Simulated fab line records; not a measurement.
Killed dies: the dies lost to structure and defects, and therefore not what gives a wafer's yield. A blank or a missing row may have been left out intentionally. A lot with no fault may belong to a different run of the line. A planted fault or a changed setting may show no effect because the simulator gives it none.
Which tool was responsible? || flow gf180mcu || Sampling: 12 lots, 36 wafers, 3 of 602 route steps

WHAT THE GAUGES READ, wafer by wafer
GF_M4_CD_MEAS_14: the cd target is 280 nm. Usual: cd_nm at 280.4 nm, with a standard deviation of 1.2.
{"lot": "L219", "measured": "day 23 09:13", "on": "cd_sem-02", "cd_nm (nm)": "280.6 281.3 281.4", "flag": ""}
{"lot": "L222", "measured": "day 24 18:15", "on": "cd_sem-02", "cd_nm (nm)": "282.0 282.0 280.7", "flag": ""}
{"lot": "L229", "measured": "day 26 12:32", "on": "cd_sem-01", "cd_nm (nm)": "280.0 280.8 278.3", "flag": ""}
{"lot": "L230", "measured": "day 26 19:22", "on": "cd_sem-01", "cd_nm (nm)": "280.7 280.9 280.9", "flag": ""}
{"lot": "L234", "measured": "day 28 05:43", "on": "cd_sem-02", "cd_nm (nm)": "280.6 280.0 281.8", "flag": ""}
{"lot": "L235", "measured": "day 28 13:16", "on": "cd_sem-01", "cd_nm (nm)": "281.4 282.5 281.9", "flag": ""}
{"lot": "L236", "measured": "day 28 21:24", "on": "cd_sem-01", "cd_nm (nm)": "281.0 281.7 280.7", "flag": ""}
{"lot": "L237", "measured": "day 29 06:14", "on": "cd_sem-02", "cd_nm (nm)": "281.4 281.0 280.4", "flag": ""}
{"lot": "L238", "measured": "day 29 14:34", "on": "cd_sem-02", "cd_nm (nm)": "280.3 281.1 280.5", "flag": ""}
{"lot": "L239", "measured": "day 29 19:22", "on": "cd_sem-02", "cd_nm (nm)": "280.1 281.0 281.2", "flag": ""}
{"lot": "L240", "measured": "day 30 05:49", "on": "cd_sem-02", "cd_nm (nm)": "279.8 280.1 279.2", "flag": ""}
{"lot": "L242", "measured": "day 30 11:46", "on": "cd_sem-01", "cd_nm (nm)": "279.5 280.1 280.6", "flag": ""}

EACH LOT AND THE TOOL THAT RAN IT (in order: tool; ch and the chambers of the sampled wafers; start)
{"lot": "L219", "GF_V3_STRIP_18": "plasma_asher-03 ch 0,1, day 22 09:01", "GF_V3_CVD_23": "cvd_w-01 ch 0,1, day 22 09:38"}
{"lot": "L222", "GF_V3_STRIP_18": "plasma_asher-02 ch 0,1, day 23 18:37", "GF_V3_CVD_23": "cvd_w-01 ch 0,1, day 23 19:16"}
{"lot": "L229", "GF_V3_STRIP_18": "plasma_asher-01 ch 0,1, day 25 13:37", "GF_V3_CVD_23": "cvd_w-02 ch 0,1, day 25 14:14"}
{"lot": "L230", "GF_V3_STRIP_18": "plasma_asher-03 ch 0,1, day 25 20:10", "GF_V3_CVD_23": "cvd_w-01 ch 0,1, day 25 20:48"}
{"lot": "L234", "GF_V3_STRIP_18": "plasma_asher-03 ch 0,1, day 27 08:04", "GF_V3_CVD_23": "cvd_w-01 ch 0,1, day 27 08:41"}
{"lot": "L235", "GF_V3_STRIP_18": "plasma_asher-02 ch 0,1, day 27 15:16", "GF_V3_CVD_23": "cvd_w-02 ch 0,1, day 27 15:54"}
{"lot": "L236", "GF_V3_STRIP_18": "plasma_asher-02 ch 0,1, day 28 00:25", "GF_V3_CVD_23": "cvd_w-01 ch 0,1, day 28 01:02"}
{"lot": "L237", "GF_V3_STRIP_18": "plasma_asher-03 ch 0,1, day 28 09:34", "GF_V3_CVD_23": "cvd_w-02 ch 0, day 28 10:14"}
{"lot": "L238", "GF_V3_STRIP_18": "plasma_asher-02 ch 1, day 28 18:13", "GF_V3_CVD_23": "cvd_w-01 ch 0,1, day 28 18:51"}
{"lot": "L239", "GF_V3_STRIP_18": "plasma_asher-02 ch 0,1, day 28 22:52", "GF_V3_CVD_23": "cvd_w-01 ch 1, day 28 23:30"}
{"lot": "L240", "GF_V3_STRIP_18": "plasma_asher-02 ch 0,1, day 29 08:47", "GF_V3_CVD_23": "cvd_w-01 ch 0,1, day 29 09:25"}
{"lot": "L242", "GF_V3_STRIP_18": "plasma_asher-01 ch 0,1, day 29 15:38", "GF_V3_CVD_23": "cvd_w-01 ch 1, day 29 16:18"}
- GF_V3_STRIP_18: strips in O2/N2.
- GF_V3_CVD_23: deposits W, target thk 350 nm, time 104.9 s.

AS READ BY THE TOOLS THEMSELVES (means over the sampled wafers that have a number; for cases with no such wafer, the mark the record gives instead)
GF_V3_STRIP_18. Usual: drypump_motor_current_A 5.6 A, standard deviation 0.44; heater_power_w 334 W, standard deviation 26; n2_flow_sccm 299.9 sccm, standard deviation 0.9; oes_product_au 0.593 a.u., standard deviation 0.0054.
{"lot": "L219", "tool": "plasma_asher-03", "drypump_motor_current_A (A)": 6.0, "heater_power_w (W)": 335, "n2_flow_sccm (sccm)": 299.2, "oes_product_au (a.u.)": 0.589, "flag": ""}
{"lot": "L222", "tool": "plasma_asher-02", "drypump_motor_current_A (A)": 5.4, "heater_power_w (W)": 313, "n2_flow_sccm (sccm)": 300.7, "oes_product_au (a.u.)": 0.590, "flag": ""}
{"lot": "L229", "tool": "plasma_asher-01", "drypump_motor_current_A (A)": 5.3, "heater_power_w (W)": 336, "n2_flow_sccm (sccm)": 299.4, "oes_product_au (a.u.)": 0.596, "flag": ""}
{"lot": "L230", "tool": "plasma_asher-03", "drypump_motor_current_A (A)": 6.0, "heater_power_w (W)": 334, "n2_flow_sccm (sccm)": 300.0, "oes_product_au (a.u.)": 0.594, "flag": ""}
{"lot": "L234", "tool": "plasma_asher-03", "drypump_motor_current_A (A)": 6.0, "heater_power_w (W)": 332, "n2_flow_sccm (sccm)": 300.1, "oes_product_au (a.u.)": 0.593, "flag": ""}
{"lot": "L235", "tool": "plasma_asher-02", "drypump_motor_current_A (A)": 5.4, "heater_power_w (W)": 327, "n2_flow_sccm (sccm)": 299.9, "oes_product_au (a.u.)": 0.591, "flag": ""}
{"lot": "L236", "tool": "plasma_asher-02", "drypump_motor_current_A (A)": 5.4, "heater_power_w (W)": 312, "n2_flow_sccm (sccm)": 300.6, "oes_product_au (a.u.)": 0.603, "flag": ""}
{"lot": "L237", "tool": "plasma_asher-03", "drypump_motor_current_A (A)": 6.0, "heater_power_w (W)": 339, "n2_flow_sccm (sccm)": 300.8, "oes_product_au (a.u.)": 0.591, "flag": ""}
{"lot": "L238", "tool": "plasma_asher-02", "drypump_motor_current_A (A)": 5.4, "heater_power_w (W)": 295, "n2_flow_sccm (sccm)": 299.2, "oes_product_au (a.u.)": 0.595, "flag": ""}
{"lot": "L239", "tool": "plasma_asher-02", "drypump_motor_current_A (A)": 5.4, "heater_power_w (W)": 307, "n2_flow_sccm (sccm)": 300.3, "oes_product_au (a.u.)": 0.594, "flag": ""}
{"lot": "L240", "tool": "plasma_asher-02", "drypump_motor_current_A (A)": 5.4, "heater_power_w (W)": 336, "n2_flow_sccm (sccm)": 299.1, "oes_product_au (a.u.)": 0.593, "flag": ""}
{"lot": "L242", "tool": "plasma_asher-01", "drypump_motor_current_A (A)": 5.3, "heater_power_w (W)": 340, "n2_flow_sccm (sccm)": 300.3, "oes_product_au (a.u.)": 0.590, "flag": ""}

GF_V3_CVD_23. Usual: heater_power_outer_w 489 W, standard deviation 67; heater_power_w 828 W, standard deviation 110.
{"lot": "L219", "tool": "cvd_w-01", "heater_power_outer_w (W)": 520, "heater_power_w (W)": 856, "flag": ""}
{"lot": "L222", "tool": "cvd_w-01", "heater_power_outer_w (W)": 516, "heater_power_w (W)": 863, "flag": ""}
{"lot": "L229", "tool": "cvd_w-02", "heater_power_outer_w (W)": 506, "heater_power_w (W)": 844, "flag": ""}
{"lot": "L230", "tool": "cvd_w-01", "heater_power_outer_w (W)": 494, "heater_power_w (W)": 867, "flag": ""}
{"lot": "L234", "tool": "cvd_w-01", "heater_power_outer_w (W)": 497, "heater_power_w (W)": 860, "flag": ""}
{"lot": "L235", "tool": "cvd_w-02", "heater_power_outer_w (W)": 446, "heater_power_w (W)": 759, "flag": ""}
{"lot": "L236", "tool": "cvd_w-01", "heater_power_outer_w (W)": 495, "heater_power_w (W)": 860, "flag": ""}
{"lot": "L237", "tool": "cvd_w-02", "heater_power_outer_w (W)": 385, "heater_power_w (W)": 637, "flag": ""}
{"lot": "L238", "tool": "cvd_w-01", "heater_power_outer_w (W)": 503, "heater_power_w (W)": 862, "flag": ""}
{"lot": "L239", "tool": "cvd_w-01", "heater_power_outer_w (W)": 535, "heater_power_w (W)": 887, "flag": ""}
{"lot": "L240", "tool": "cvd_w-01", "heater_power_outer_w (W)": 497, "heater_power_w (W)": 861, "flag": ""}
{"lot": "L242", "tool": "cvd_w-01", "heater_power_outer_w (W)": 535, "heater_power_w (W)": 892, "flag": ""}

THE ANSWER, worked out from the rows above alone
Rule: a lot is off if the mean of its wafers that have a number lies more than 3 standard deviations from the usual mean. Also off: a lot with no number at a reading for which 4 or more lots have one. The other lots that the step has rows for count as sound. Order of review: gauges by route order, followed by the tools' own readings, for which a lot's mean as printed above is used. At the first step where some lot is off, the reading lying furthest off is the one used; lots without a number count as furthest.
No lot is off on any of the readings shown, so nothing can be concluded from this.

WHAT THE SIMULATOR HAD INSERTED
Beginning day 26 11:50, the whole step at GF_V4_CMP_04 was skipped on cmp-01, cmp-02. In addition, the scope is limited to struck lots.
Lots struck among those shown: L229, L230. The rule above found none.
